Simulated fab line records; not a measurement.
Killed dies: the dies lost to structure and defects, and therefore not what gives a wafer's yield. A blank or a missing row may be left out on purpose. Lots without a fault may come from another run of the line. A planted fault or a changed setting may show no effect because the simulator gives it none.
Matching of chambers + flow sfqLine + SFQ_TRILAYER_A5B_CMP_CMP_130 on cmp-01: 4 sister chambers
The step polishes, stops on Nb, target thk 340.7 nm. 4 wafers are shown with their chamber, then 8 later ones without.

== WAFERS PAIRED WITH THEIR CHAMBERS ==
| wafer  | chamber | motorCurrentA (A) |
|--------|---------|-------------------|
| L102.5 | 2       | 9.6               |
| L103.1 | 0       | 9.1               |
| L103.4 | 1       | 9.5               |
| L107.3 | 3       | 10.2              |

== WAFERS WHOSE CHAMBER IS MISSING ==
| wafer  | motorCurrentA (A) |
|--------|-------------------|
| L107.5 | 10.1              |
| L107.6 | 9.9               |
| L117.2 | 9.4               |
| L117.1 | 9.9               |
| L117.6 | 9.4               |
| L119.2 | 9.8               |
| L119.4 | 9.0               |
| L119.5 | 10.8              |

== EACH ONE'S CHAMBER ==
| wafer  | from the rows above               | in truth |
|--------|-----------------------------------|----------|
| L107.5 | can't be placed: 3 or 2 or 1      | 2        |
| L107.6 | can't be placed: 3 or 2 or 1 or 0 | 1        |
| L117.2 | can't be placed: 1 or 2 or 0      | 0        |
| L117.1 | can't be placed: 3 or 2 or 1 or 0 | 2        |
| L117.6 | can't be placed: 1 or 2 or 0      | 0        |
| L119.2 | can't be placed: 2 or 1 or 3 or 0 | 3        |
| L119.4 | can't be placed: 0 or 1 or 2      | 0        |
| L119.5 | 3                                 | 3        |
Placed correctly: 1 of 8. Unplaceable from these rows: 7, with the true chamber sitting among the candidates in 7. Number placed wrongly: 0.
How it was worked out, from the rows above alone: a wafer's distance from a chamber is the root of the sum, over the readings, of the square of ((its reading less the chamber's mean) divided by the reading's scatter). The wafer belongs to the nearest chamber; if the next one is less than 2 further off, it can't be placed. A chamber's mean is the mean of its shown wafers. The scatter (one wafer shown for each chamber): square how far every hidden wafer sits from the nearest shown wafer, average those squares and take the square root.
